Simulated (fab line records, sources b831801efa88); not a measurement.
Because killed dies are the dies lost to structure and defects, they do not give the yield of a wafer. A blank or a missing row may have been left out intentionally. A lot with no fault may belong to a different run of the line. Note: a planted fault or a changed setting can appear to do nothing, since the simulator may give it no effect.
Which tool did it? :: flow sky130 :: Sampling: 11 lots, 32 wafers, 5 of 708 route steps

## WHAT THE GAUGES SHOWED, per wafer
SKY_NWELL_THK_MEAS_02.
lot: L468
measured: day 2 20:28
on: film-metro-04
NWELL_OXIDATION_THK (nm): 10.24 10.35 10.20

lot: L470
measured: day 2 22:22
on: film-metro-01
NWELL_OXIDATION_THK (nm): 9.89 9.75 9.65

lot: L472
measured: day 3 04:35
on: film-metro-04
NWELL_OXIDATION_THK (nm): 10.17 10.09 10.05

lot: L473
measured: day 3 15:48
on: film-metro-03
NWELL_OXIDATION_THK (nm): 10.27 10.11 10.16

lot: L477
measured: day 4 12:46
on: film-metro-04
NWELL_OXIDATION_THK (nm): 10.02 9.98 9.87

lot: L481
measured: day 5 13:08
on: film-metro-01
NWELL_OXIDATION_THK (nm): 10.01 9.99

lot: L485
measured: day 6 03:53
on: film-metro-04
NWELL_OXIDATION_THK (nm): 9.96 9.84 9.73

lot: L486
measured: day 6 12:09
on: film-metro-01
NWELL_OXIDATION_THK (nm): 9.83 9.97 9.93

lot: L488
measured: day 6 19:05
on: film-metro-01
NWELL_OXIDATION_THK (nm): 9.87 9.88 10.26

lot: L487
measured: day 6 19:06
on: film-metro-04
NWELL_OXIDATION_THK (nm): 9.76 9.87 9.93

lot: L491
measured: day 7 13:52
on: film-metro-04
NWELL_OXIDATION_THK (nm): 9.94 9.98 10.10

SKY_METAL4_OVL_MEAS_14.
lot: L468
measured: day 42 05:16
on: overlay-02
METAL4_OVL (nm): -9 6 -2

lot: L470
measured: day 42 08:38
on: overlay-02
METAL4_OVL (nm): 4 10 4

lot: L472
measured: day 42 14:55
on: overlay-02
METAL4_OVL (nm): 9 8 -2

lot: L473
measured: day 43 07:38
on: overlay-01
METAL4_OVL (nm): -1 -2 5

lot: L477
measured: day 44 07:43
on: overlay-02
METAL4_OVL (nm): 3 3 10

lot: L481
measured: day 45 14:33
on: overlay-01
METAL4_OVL (nm): 10 5

lot: L485
measured: day 46 08:51
on: overlay-02
METAL4_OVL (nm): 8 13 5

lot: L486
measured: day 46 16:10
on: overlay-02
METAL4_OVL (nm): 7 2 6

lot: L488
measured: day 46 19:29
on: overlay-02
METAL4_OVL (nm): -4 8 9

lot: L487
measured: day 46 18:46
on: overlay-02
METAL4_OVL (nm): 9 9 2

lot: L491
measured: day 47 16:30
on: overlay-01
METAL4_OVL (nm): 10 0 7

SKY_VIA4_BOW_MEAS_03.
lot: L468
measured: day 42 06:45
on: film-metro-01
VIA4_BOW (um): 67 73 90

lot: L470
measured: day 42 10:10
on: film-metro-01
VIA4_BOW (um): 94 91 101

lot: L472
measured: day 42 16:37
on: film-metro-03
VIA4_BOW (um): 86 79 75

lot: L473
measured: day 43 09:11
on: film-metro-03
VIA4_BOW (um): 63 80 78

lot: L477
measured: day 44 09:23
on: film-metro-01
VIA4_BOW (um): 83 79 74 - - -

lot: L481
measured: day 45 16:04
on: film-metro-01
VIA4_BOW (um): 85 92 - -

lot: L485
measured: day 46 10:22
on: film-metro-02
VIA4_BOW (um): 72 73 83

lot: L486
measured: day 46 17:42
on: film-metro-01
VIA4_BOW (um): 61 72 69

lot: L488
measured: day 46 20:59
on: film-metro-01
VIA4_BOW (um): 71 68 74

lot: L487
measured: day 46 20:17
on: film-metro-03
VIA4_BOW (um): 91 73 90

lot: L491
measured: day 47 18:04
on: film-metro-02
VIA4_BOW (um): 84 83 75

## EACH LOT AND THE TOOL THAT RAN IT (in order: tool; ch and the chambers of the sampled wafers; start)
lot: L468
SKY_METAL3_SPUTTER_04: pvd-sputter-03, day 36 18:37
SKY_VIA4_CMP_02: cmp-02 ch 0,1,3, day 42 06:27

lot: L470
SKY_METAL3_SPUTTER_04: pvd-sputter-02, day 36 23:53
SKY_VIA4_CMP_02: cmp-01 ch 0,1, day 42 09:51

lot: L472
SKY_METAL3_SPUTTER_04: pvd-sputter-04, day 37 08:05
SKY_VIA4_CMP_02: cmp-01 ch 0,1,3, day 42 16:17

lot: L473
SKY_METAL3_SPUTTER_04: pvd-sputter-04, day 38 02:14
SKY_VIA4_CMP_02: cmp-02 ch 0,1,3, day 43 08:56

lot: L477
SKY_METAL3_SPUTTER_04: pvd-sputter-03, day 39 06:00
SKY_VIA4_CMP_02: cmp-01 ch 0,2,3, day 44 09:08

lot: L481
SKY_METAL3_SPUTTER_04: pvd-sputter-02, day 40 16:51
SKY_VIA4_CMP_02: cmp-01 ch 0,1, day 45 15:45

lot: L485
SKY_METAL3_SPUTTER_04: pvd-sputter-04, day 41 13:16
SKY_VIA4_CMP_02: cmp-02 ch 2,3, day 46 10:02

lot: L486
SKY_METAL3_SPUTTER_04: pvd-sputter-02, day 41 20:59
SKY_VIA4_CMP_02: cmp-02 ch 1,2,3, day 46 17:25

lot: L488
SKY_METAL3_SPUTTER_04: pvd-sputter-04, day 42 02:46
SKY_VIA4_CMP_02: cmp-02 ch 0,3, day 46 20:41

lot: L487
SKY_METAL3_SPUTTER_04: pvd-sputter-04, day 42 02:18
SKY_VIA4_CMP_02: cmp-02 ch 0,3, day 46 20:01

lot: L491
SKY_METAL3_SPUTTER_04: pvd-sputter-04, day 43 01:49
SKY_VIA4_CMP_02: cmp-02 ch 2,3, day 47 17:48
- SKY_METAL3_SPUTTER_04: material TiN, target thk 70 nm, time 58.3 s.
- SKY_VIA4_CMP_02: polishes SiO2.

## AS READ BY THE TOOLS THEMSELVES (means over the sampled wafers that have a number; for cases with no such wafer, the mark the record gives instead)
SKY_METAL3_SPUTTER_04.
lot: L468
tool: pvd-sputter-03
throttle-valve-pct (%): 29.0

lot: L470
tool: pvd-sputter-02
throttle-valve-pct (%): 28.6

lot: L472
tool: pvd-sputter-04
throttle-valve-pct (%): 30.9

lot: L473
tool: pvd-sputter-04
throttle-valve-pct (%): 30.5

lot: L477
tool: pvd-sputter-03
throttle-valve-pct (%): 29.4

lot: L481
tool: pvd-sputter-02
throttle-valve-pct (%): 28.4

lot: L485
tool: pvd-sputter-04
throttle-valve-pct (%): 29.4

lot: L486
tool: pvd-sputter-02
throttle-valve-pct (%): 28.6

lot: L488
tool: pvd-sputter-04
throttle-valve-pct (%): 29.8

lot: L487
tool: pvd-sputter-04
throttle-valve-pct (%): 30.8

lot: L491
tool: pvd-sputter-04
throttle-valve-pct (%): 30.1

SKY_VIA4_CMP_02.
lot: L468
tool: cmp-02
edge-zone-pressure-frac: 1.003
motor-current-A (A): 11.1
slurry-flow-ml-min: 150.3

lot: L470
tool: cmp-01
edge-zone-pressure-frac: 0.993
motor-current-A (A): 11.2
slurry-flow-ml-min: 150.1

lot: L472
tool: cmp-01
edge-zone-pressure-frac: 0.999
motor-current-A (A): 12.4
slurry-flow-ml-min: 149.8

lot: L473
tool: cmp-02
edge-zone-pressure-frac: 1.001
motor-current-A (A): 11.1
slurry-flow-ml-min: 149.7

lot: L477
tool: cmp-01
edge-zone-pressure-frac: 0.998
motor-current-A (A): 12.8
slurry-flow-ml-min: 150.1

lot: L481
tool: cmp-01
edge-zone-pressure-frac: 0.992
motor-current-A (A): 11.9
slurry-flow-ml-min: 149.9

lot: L485
tool: cmp-02
edge-zone-pressure-frac: 0.995
motor-current-A (A): 11.6
slurry-flow-ml-min: 149.5

lot: L486
tool: cmp-02
edge-zone-pressure-frac: 0.999
motor-current-A (A): 11.5
slurry-flow-ml-min: 149.7

lot: L488
tool: cmp-02
edge-zone-pressure-frac: 0.998
motor-current-A (A): 11.1
slurry-flow-ml-min: 150.0

lot: L487
tool: cmp-02
edge-zone-pressure-frac: 1.000
motor-current-A (A): 10.9
slurry-flow-ml-min: 149.5

lot: L491
tool: cmp-02
edge-zone-pressure-frac: 1.003
motor-current-A (A): 11.8
slurry-flow-ml-min: 150.2

## THE ANSWER, worked out from the rows above alone
Rule: the lots themselves supply what counts as usual. Put in order of their means at a reading, lots are off if they are a third of the lots or fewer, leave a main group of 4 or more, and stand apart from it by a gap of 3 or more times the standard deviation of the main group's means; of several such gaps the widest counts. The tables above print the reading to a certain number of digits; a main group whose means all agree to those digits is not used. Also off: a lot with no number at a reading for which 4 or more lots have one. Any other lot the step has rows for is counted as sound. Order of review: gauges by route order, followed by the tools' own readings, for which a lot's mean as printed above is used. At the first step where some lot is off, the reading lying furthest off is the one used; lots without a number count as furthest.
Across all readings shown, no lot is off: no conclusion can be drawn from this.

## WHAT WAS PUT IN BY THE SIMULATOR
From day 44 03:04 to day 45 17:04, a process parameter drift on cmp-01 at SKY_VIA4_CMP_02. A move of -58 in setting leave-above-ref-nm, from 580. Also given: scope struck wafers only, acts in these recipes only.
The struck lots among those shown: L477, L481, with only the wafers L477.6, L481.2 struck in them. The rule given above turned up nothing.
